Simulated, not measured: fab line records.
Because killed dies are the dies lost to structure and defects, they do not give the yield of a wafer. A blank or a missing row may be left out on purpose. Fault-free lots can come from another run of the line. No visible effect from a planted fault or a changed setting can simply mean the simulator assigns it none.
What tool caused it? || flow gf180mcu || 14 lots, 42 wafers sampled, at 4 steps of a route of 602

WHAT THE GAUGES READ, wafer by wafer
GF_V2_THK_MEAS_01. Usual: V2_CVD_00_THK gives 601 nm (standard deviation 6.9).
{"lot": "L116", "measured": "day 18 22:31", "on": "film_metro-01", "V2_CVD_00_THK (nm)": "612 612 604", "flag": ""}
{"lot": "L117", "measured": "day 19 14:05", "on": "film_metro-01", "V2_CVD_00_THK (nm)": "613 613 607", "flag": ""}
{"lot": "L118", "measured": "day 19 23:56", "on": "film_metro-01", "V2_CVD_00_THK (nm)": "607 604 601", "flag": ""}
{"lot": "L119", "measured": "day 20 03:43", "on": "film_metro-03", "V2_CVD_00_THK (nm)": "601 599 606", "flag": ""}
{"lot": "L122", "measured": "day 21 06:26", "on": "film_metro-01", "V2_CVD_00_THK (nm)": "608 610 601", "flag": ""}
{"lot": "L123", "measured": "day 22 04:25", "on": "film_metro-03", "V2_CVD_00_THK (nm)": "591 601 599", "flag": ""}
{"lot": "L124", "measured": "day 22 04:49", "on": "film_metro-03", "V2_CVD_00_THK (nm)": "608 600 604", "flag": ""}
{"lot": "L125", "measured": "day 22 11:49", "on": "film_metro-02", "V2_CVD_00_THK (nm)": "604 609 600", "flag": ""}
{"lot": "L132", "measured": "day 25 01:04", "on": "film_metro-02", "V2_CVD_00_THK (nm)": "606 592 611", "flag": ""}
{"lot": "L135", "measured": "day 25 22:43", "on": "film_metro-01", "V2_CVD_00_THK (nm)": "601 606 597", "flag": ""}
{"lot": "L136", "measured": "day 26 03:46", "on": "film_metro-01", "V2_CVD_00_THK (nm)": "597 594 598", "flag": ""}
{"lot": "L138", "measured": "day 26 22:16", "on": "film_metro-03", "V2_CVD_00_THK (nm)": "609 593 589", "flag": ""}

EACH LOT AND THE TOOL THAT RAN IT (in order: tool; ch and the chambers of the sampled wafers; start)
{"lot": "L116", "GF_DUAL_GATE_WET_ETCH_12": "wet_bench-03 ch 2, day 8 01:38", "GF_M1_SPUTTER_01": "pvd_sputter-03, day 15 21:36", "GF_V1_CMP_04": "cmp-02 ch 0,3, day 16 20:56"}
{"lot": "L117", "GF_DUAL_GATE_WET_ETCH_12": "wet_bench-04 ch 3, day 8 14:20", "GF_M1_SPUTTER_01": "pvd_sputter-04, day 16 12:38", "GF_V1_CMP_04": "cmp-01 ch 1,2,3, day 17 11:33"}
{"lot": "L118", "GF_DUAL_GATE_WET_ETCH_12": "wet_bench-01 ch 1, day 8 18:38", "GF_M1_SPUTTER_01": "pvd_sputter-03, day 16 21:35", "GF_V1_CMP_04": "cmp-01 ch 1,2,3, day 17 21:43"}
{"lot": "L119", "GF_DUAL_GATE_WET_ETCH_12": "wet_bench-03 ch 2, day 9 00:47", "GF_M1_SPUTTER_01": "pvd_sputter-01, day 17 00:26", "GF_V1_CMP_04": "cmp-02 ch 1,3, day 18 00:49"}
{"lot": "L122", "GF_DUAL_GATE_WET_ETCH_12": "wet_bench-01 ch 3, day 9 19:29", "GF_M1_SPUTTER_01": "pvd_sputter-01, day 18 01:26", "GF_V1_CMP_04": "cmp-02 ch 0,2, day 19 02:30"}
{"lot": "L123", "GF_DUAL_GATE_WET_ETCH_12": "wet_bench-03 ch 3, day 10 10:29", "GF_M1_SPUTTER_01": "pvd_sputter-01, day 19 00:05", "GF_V1_CMP_04": "cmp-02 ch 0,2,3, day 20 01:42"}
{"lot": "L124", "GF_DUAL_GATE_WET_ETCH_12": "wet_bench-03 ch 3, day 10 13:02", "GF_M1_SPUTTER_01": "pvd_sputter-01, day 19 00:57", "GF_V1_CMP_04": "cmp-02 ch 1,2,3, day 20 03:00"}
{"lot": "L125", "GF_DUAL_GATE_WET_ETCH_12": "wet_bench-03 ch 1, day 10 19:47", "GF_M1_SPUTTER_01": "pvd_sputter-01, day 19 08:21", "GF_V1_CMP_04": "cmp-02 ch 1,2,3, day 20 09:16"}
{"lot": "L129", "GF_DUAL_GATE_WET_ETCH_12": "wet_bench-03 ch 3, day 12 01:02", "GF_M1_SPUTTER_01": "-", "GF_V1_CMP_04": "-"}
{"lot": "L130", "GF_DUAL_GATE_WET_ETCH_12": "wet_bench-03 ch 3, day 12 07:52", "GF_M1_SPUTTER_01": "-", "GF_V1_CMP_04": "-"}
{"lot": "L132", "GF_DUAL_GATE_WET_ETCH_12": "wet_bench-04 ch 0, day 12 21:08", "GF_M1_SPUTTER_01": "pvd_sputter-01, day 21 23:22", "GF_V1_CMP_04": "cmp-01 ch 0,1,3, day 22 23:54"}
{"lot": "L135", "GF_DUAL_GATE_WET_ETCH_12": "wet_bench-04 ch 3, day 13 23:53", "GF_M1_SPUTTER_01": "pvd_sputter-03, day 23 00:26", "GF_V1_CMP_04": "cmp-02 ch 2,3, day 24 00:44"}
{"lot": "L136", "GF_DUAL_GATE_WET_ETCH_12": "wet_bench-03 ch 2, day 14 00:20", "GF_M1_SPUTTER_01": "pvd_sputter-03, day 23 04:59", "GF_V1_CMP_04": "cmp-02 ch 0,3, day 24 05:37"}
{"lot": "L138", "GF_DUAL_GATE_WET_ETCH_12": "wet_bench-03 ch 2, day 14 18:32", "GF_M1_SPUTTER_01": "pvd_sputter-03, day 24 02:02", "GF_V1_CMP_04": "cmp-02 ch 0,1,2, day 25 01:40"}
- GF_DUAL_GATE_WET_ETCH_12: etches SiO2 in dHF, target depth 13 nm, time 260 s.
- GF_M1_SPUTTER_01: material TiN, target thk 30 nm, time 25 s.
- GF_V1_CMP_04: polishes SiO2.

WHAT THE TOOLS THEMSELVES READ (means of the sampled wafers that have a number; where no wafer has one, the mark that the record gives instead)
GF_DUAL_GATE_WET_ETCH_12. Usual: bath_heat_duty_pct 6.3 %, standard deviation 0.95; run_length_s 289 s, standard deviation 3.8.
{"lot": "L116", "tool": "wet_bench-03", "bath_heat_duty_pct (%)": 7.7, "run_length_s (s)": 286, "flag": ""}
{"lot": "L117", "tool": "wet_bench-04", "bath_heat_duty_pct (%)": 6.6, "run_length_s (s)": 294, "flag": ""}
{"lot": "L118", "tool": "wet_bench-01", "bath_heat_duty_pct (%)": 6.4, "run_length_s (s)": 285, "flag": ""}
{"lot": "L119", "tool": "wet_bench-03", "bath_heat_duty_pct (%)": 8.0, "run_length_s (s)": 293, "flag": ""}
{"lot": "L122", "tool": "wet_bench-01", "bath_heat_duty_pct (%)": 6.6, "run_length_s (s)": 295, "flag": ""}
{"lot": "L123", "tool": "wet_bench-03", "bath_heat_duty_pct (%)": 5.3, "run_length_s (s)": 287, "flag": ""}
{"lot": "L124", "tool": "wet_bench-03", "bath_heat_duty_pct (%)": 5.5, "run_length_s (s)": 286, "flag": ""}
{"lot": "L125", "tool": "wet_bench-03", "bath_heat_duty_pct (%)": 6.0, "run_length_s (s)": 285, "flag": ""}
{"lot": "L129", "tool": "wet_bench-03", "bath_heat_duty_pct (%)": "-", "run_length_s (s)": "-", "flag": "OFF"}
{"lot": "L130", "tool": "wet_bench-03", "bath_heat_duty_pct (%)": "-", "run_length_s (s)": "-", "flag": "OFF"}
{"lot": "L132", "tool": "wet_bench-04", "bath_heat_duty_pct (%)": 5.9, "run_length_s (s)": 293, "flag": ""}
{"lot": "L135", "tool": "wet_bench-04", "bath_heat_duty_pct (%)": 6.1, "run_length_s (s)": 287, "flag": ""}
{"lot": "L136", "tool": "wet_bench-03", "bath_heat_duty_pct (%)": 7.6, "run_length_s (s)": 287, "flag": ""}
{"lot": "L138", "tool": "wet_bench-03", "bath_heat_duty_pct (%)": 7.8, "run_length_s (s)": 286, "flag": ""}

GF_M1_SPUTTER_01. Usual: throttle_valve_pct 29.8 %, standard deviation 1.1.
{"lot": "L116", "tool": "pvd_sputter-03", "throttle_valve_pct (%)": 30.5, "flag": ""}
{"lot": "L117", "tool": "pvd_sputter-04", "throttle_valve_pct (%)": 30.8, "flag": ""}
{"lot": "L118", "tool": "pvd_sputter-03", "throttle_valve_pct (%)": 30.7, "flag": ""}
{"lot": "L119", "tool": "pvd_sputter-01", "throttle_valve_pct (%)": 28.9, "flag": ""}
{"lot": "L122", "tool": "pvd_sputter-01", "throttle_valve_pct (%)": 28.9, "flag": ""}
{"lot": "L123", "tool": "pvd_sputter-01", "throttle_valve_pct (%)": 29.0, "flag": ""}
{"lot": "L124", "tool": "pvd_sputter-01", "throttle_valve_pct (%)": 29.8, "flag": ""}
{"lot": "L125", "tool": "pvd_sputter-01", "throttle_valve_pct (%)": 29.5, "flag": ""}
{"lot": "L132", "tool": "pvd_sputter-01", "throttle_valve_pct (%)": 28.4, "flag": ""}
{"lot": "L135", "tool": "pvd_sputter-03", "throttle_valve_pct (%)": 30.0, "flag": ""}
{"lot": "L136", "tool": "pvd_sputter-03", "throttle_valve_pct (%)": 31.1, "flag": ""}
{"lot": "L138", "tool": "pvd_sputter-03", "throttle_valve_pct (%)": 30.0, "flag": ""}

GF_V1_CMP_04. Usual: edge_zone_pressure_frac 1.000, standard deviation 0.005; motor_current_A 11.9 A, standard deviation 1.3; time_to_endpoint_s 80 s, standard deviation 5.1.
{"lot": "L116", "tool": "cmp-02", "edge_zone_pressure_frac": 1.001, "motor_current_A (A)": 13.4, "time_to_endpoint_s (s)": 83, "flag": ""}
{"lot": "L117", "tool": "cmp-01", "edge_zone_pressure_frac": 1.003, "motor_current_A (A)": 11.8, "time_to_endpoint_s (s)": 82, "flag": ""}
{"lot": "L118", "tool": "cmp-01", "edge_zone_pressure_frac": 1.005, "motor_current_A (A)": 11.6, "time_to_endpoint_s (s)": 80, "flag": ""}
{"lot": "L119", "tool": "cmp-02", "edge_zone_pressure_frac": 0.996, "motor_current_A (A)": 11.2, "time_to_endpoint_s (s)": 80, "flag": ""}
{"lot": "L122", "tool": "cmp-02", "edge_zone_pressure_frac": 1.005, "motor_current_A (A)": 13.7, "time_to_endpoint_s (s)": 81, "flag": ""}
{"lot": "L123", "tool": "cmp-02", "edge_zone_pressure_frac": 0.999, "motor_current_A (A)": 12.7, "time_to_endpoint_s (s)": 85, "flag": ""}
{"lot": "L124", "tool": "cmp-02", "edge_zone_pressure_frac": 1.003, "motor_current_A (A)": 11.7, "time_to_endpoint_s (s)": 85, "flag": ""}
{"lot": "L125", "tool": "cmp-02", "edge_zone_pressure_frac": 0.999, "motor_current_A (A)": 11.4, "time_to_endpoint_s (s)": 82, "flag": ""}
{"lot": "L132", "tool": "cmp-01", "edge_zone_pressure_frac": 1.002, "motor_current_A (A)": 11.7, "time_to_endpoint_s (s)": 80, "flag": ""}
{"lot": "L135", "tool": "cmp-02", "edge_zone_pressure_frac": 1.010, "motor_current_A (A)": 12.0, "time_to_endpoint_s (s)": 72, "flag": ""}
{"lot": "L136", "tool": "cmp-02", "edge_zone_pressure_frac": 0.998, "motor_current_A (A)": 11.9, "time_to_endpoint_s (s)": 79, "flag": ""}
{"lot": "L138", "tool": "cmp-02", "edge_zone_pressure_frac": 0.997, "motor_current_A (A)": 12.3, "time_to_endpoint_s (s)": 74, "flag": ""}

THE ANSWER, worked out from the rows above alone
Rule: a lot counts as off when the mean over its wafers that have a number is more than 3 standard deviations away from the usual mean. A lot without any number at a reading at which 4 lots or more have one is off too. Any other lot the step has rows for is counted as sound. First the gauges in route order, then the tools' own readings, where a lot's mean is used as printed above. The first step at which some lot is off is used, and at that step the reading that is off furthest; a lot without a number counts as furthest.
Off: L129, L130, at GF_DUAL_GATE_WET_ETCH_12 (bath_heat_duty_pct). Without a number there: L129, L130.
If a tool, at that step or one of the process steps before it, ran each lot that is off and ran no sound lot following the first of them, it fits. Of those tried, none fits.

WHAT THE SIMULATOR HAD PUT IN
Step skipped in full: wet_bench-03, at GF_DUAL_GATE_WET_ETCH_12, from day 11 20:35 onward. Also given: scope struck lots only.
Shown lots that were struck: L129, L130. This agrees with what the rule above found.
